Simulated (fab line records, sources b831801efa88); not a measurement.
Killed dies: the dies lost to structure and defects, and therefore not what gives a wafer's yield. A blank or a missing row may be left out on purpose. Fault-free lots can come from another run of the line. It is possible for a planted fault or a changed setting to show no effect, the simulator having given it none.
Which of the tools did it? + flow sky130 + 36 wafers from 12 lots sampled at 5 of the route's 708 steps

## WHAT THE GAUGES READ, wafer by wafer
SKY_VIA3_THK_MEAS_01.
| lot  | measured     | on            | VIA3_HDPCVD_THK (nm) |
|------|--------------|---------------|----------------------|
| L386 | day 38 13:55 | film_metro-03 | 1647 1640 1640       |
| L388 | day 39 14:38 | film_metro-03 | 1617 1622 1648       |
| L389 | day 39 15:46 | film_metro-03 | 1612 1639 1641       |
| L390 | day 39 17:31 | film_metro-03 | 1660 1612 1635       |
| L391 | day 40 03:10 | film_metro-02 | 1645 1633 1635       |
| L392 | day 40 10:31 | film_metro-03 | 1641 1638 1621       |
| L394 | day 40 23:20 | film_metro-03 | 1622 1644 1636       |
| L397 | day 41 20:48 | film_metro-02 | 1656 1617 1661       |
| L398 | day 42 02:16 | film_metro-02 | 1611 1624 1620       |
| L403 | day 43 14:55 | film_metro-02 | 1657 1632 1635       |
| L405 | day 44 00:15 | film_metro-04 | 1647 1639 1637       |
| L408 | day 45 15:02 | film_metro-04 | 1622 1630 1605       |

SKY_VIA3_CD_MEAS_12: the cd target is 200 nm.
| lot  | measured     | on        | cd_nm (nm)        |
|------|--------------|-----------|-------------------|
| L386 | day 39 14:49 | cd_sem-01 | 199.0 200.2 201.1 |
| L388 | day 40 15:48 | cd_sem-01 | 200.6 199.0 197.2 |
| L389 | day 40 16:23 | cd_sem-02 | 199.2 198.1 198.3 |
| L390 | day 40 17:59 | cd_sem-01 | 199.7 196.3 198.2 |
| L391 | day 41 03:53 | cd_sem-01 | 200.2 198.9 200.4 |
| L392 | day 41 10:13 | cd_sem-01 | 197.5 197.6 198.7 |
| L394 | day 41 23:15 | cd_sem-01 | 198.6 198.6 198.1 |
| L397 | day 42 20:47 | cd_sem-01 | 200.1 199.7 200.1 |
| L398 | day 43 01:43 | cd_sem-02 | 200.1 198.6 199.8 |
| L403 | day 44 13:28 | cd_sem-02 | 198.1 198.2 198.9 |
| L405 | day 44 22:17 | cd_sem-01 | 199.4 199.9 199.6 |
| L408 | day 46 12:02 | cd_sem-01 | 199.8 199.5 200.7 |

SKY_PASSIVATION_THK_MEAS_01.
| lot  | measured     | on            | PASSIVATION_CVD_00_THK (nm) |
|------|--------------|---------------|-----------------------------|
| L386 | day 43 19:07 | film_metro-03 | 88.9 90.6 90.2              |
| L388 | day 44 17:24 | film_metro-04 | 87.9 89.8 90.2              |
| L389 | day 44 17:40 | film_metro-04 | 89.9 90.6 91.8              |
| L390 | day 44 19:09 | film_metro-03 | 88.4 87.9 89.9              |
| L391 | day 45 02:58 | film_metro-03 | 89.2 90.8 90.1              |
| L392 | day 45 08:59 | film_metro-03 | 89.3 88.4 90.7              |
| L394 | day 45 23:28 | film_metro-02 | 90.7 90.3 91.4              |
| L397 | day 46 16:10 | film_metro-04 | 88.9 89.8 91.5              |
| L398 | day 46 22:17 | film_metro-02 | 90.1 79.0 91.1              |
| L403 | day 48 05:36 | film_metro-04 | 88.8 88.2 89.9              |
| L405 | day 48 12:51 | film_metro-04 | 88.1 88.9 89.4              |
| L408 | day 49 19:54 | film_metro-03 | 88.8 89.6 89.4              |

## WHICH TOOL RAN EACH LOT (tool, then ch and the chambers of the sampled wafers, then the start)
| lot  | SKY_VIA2_CMP_24               | SKY_PASSIVATION_CVD_00          |
|------|-------------------------------|---------------------------------|
| L386 | cmp-01 ch 0,2,3, day 36 07:59 | pecvd-03 ch 0,2, day 43 19:05   |
| L388 | cmp-02 ch 2,3, day 37 10:05   | pecvd-02 ch 0,2, day 44 17:22   |
| L389 | cmp-02 ch 0,1,2, day 37 11:28 | pecvd-04 ch 0,2, day 44 17:39   |
| L390 | cmp-01 ch 0,2,3, day 37 12:59 | pecvd-04 ch 0,1,2, day 44 19:07 |
| L391 | cmp-01 ch 1,2,3, day 37 22:59 | pecvd-03 ch 0,1, day 45 02:56   |
| L392 | cmp-02 ch 0,1,2, day 38 07:08 | pecvd-03 ch 0,1,2, day 45 08:58 |
| L394 | cmp-01 ch 1,2, day 38 19:50   | pecvd-04 ch 0,1,2, day 45 23:26 |
| L397 | cmp-02 ch 0,1,3, day 39 18:35 | pecvd-02 ch 0,1,2, day 46 16:08 |
| L398 | cmp-02 ch 0,1, day 39 23:31   | pecvd-03 ch 0,1, day 46 22:14   |
| L403 | cmp-01 ch 0,2,3, day 41 15:08 | pecvd-02 ch 0,1,2, day 48 05:35 |
| L405 | cmp-01 ch 0,1, day 41 23:25   | pecvd-02 ch 1,2, day 48 12:49   |
| L408 | cmp-02 ch 0,2,3, day 43 16:54 | pecvd-04 ch 0,2, day 49 19:52   |
- SKY_VIA2_CMP_24: polishes, stops on SiO2, t overpolish 20 s, target thk 0 nm.
- SKY_PASSIVATION_CVD_00: deposits SiO2, target thk 90 nm.

## WHAT THE TOOLS THEMSELVES READ (means of the sampled wafers that have a number; where no wafer has one, the mark that the record gives instead)
SKY_VIA2_CMP_24.
| lot  | tool   | motor_current_A (A) | overpolish_run_s (s) | time_to_endpoint_s (s) |
|------|--------|---------------------|----------------------|------------------------|
| L386 | cmp-01 | 10.5                | 20.002               | 103                    |
| L388 | cmp-02 | 10.1                | 20.002               | 95                     |
| L389 | cmp-02 | 11.5                | 20.011               | 95                     |
| L390 | cmp-01 | 10.8                | 19.996               | 101                    |
| L391 | cmp-01 | 10.6                | 19.999               | 98                     |
| L392 | cmp-02 | 11.7                | 20.002               | 98                     |
| L394 | cmp-01 | 10.2                | 19.999               | 95                     |
| L397 | cmp-02 | 11.0                | 19.998               | 102                    |
| L398 | cmp-02 | 11.8                | 19.995               | 101                    |
| L403 | cmp-01 | 10.5                | 19.998               | 96                     |
| L405 | cmp-01 | 10.3                | 19.996               | 92                     |
| L408 | cmp-02 | 10.7                | 20.005               | 98                     |

SKY_PASSIVATION_CVD_00.
| lot  | tool     | heater_power_w (W) |
|------|----------|--------------------|
| L386 | pecvd-03 | 602                |
| L388 | pecvd-02 | 807                |
| L389 | pecvd-04 | 641                |
| L390 | pecvd-04 | 654                |
| L391 | pecvd-03 | 840                |
| L392 | pecvd-03 | 690                |
| L394 | pecvd-04 | 645                |
| L397 | pecvd-02 | 689                |
| L398 | pecvd-03 | 770                |
| L403 | pecvd-02 | 678                |
| L405 | pecvd-02 | 700                |
| L408 | pecvd-04 | 641                |

## THE ANSWER, worked out from the rows above alone
Rule: the usual values come from the lots themselves. The widest of any qualifying gaps counts: lots, ordered by their means at a reading, are off when they make up no more than a third of the lots, leave a main group of 4 or more, and stand apart from it by 3 or more times the standard deviation of that group's means. If all means in a main group match to the digits the tables above print for the reading, that group is not used. A lot without any number at a reading at which 4 lots or more have one is off too. Any other lot the step has rows for is counted as sound. Order of review: gauges by route order, followed by the tools' own readings, for which a lot's mean as printed above is used. At the first step where some lot is off, the reading lying furthest off is the one used; lots without a number count as furthest.
No lot is off on any of the readings shown, so nothing can be concluded from this.

## WHAT THE SIMULATOR HAD PUT IN
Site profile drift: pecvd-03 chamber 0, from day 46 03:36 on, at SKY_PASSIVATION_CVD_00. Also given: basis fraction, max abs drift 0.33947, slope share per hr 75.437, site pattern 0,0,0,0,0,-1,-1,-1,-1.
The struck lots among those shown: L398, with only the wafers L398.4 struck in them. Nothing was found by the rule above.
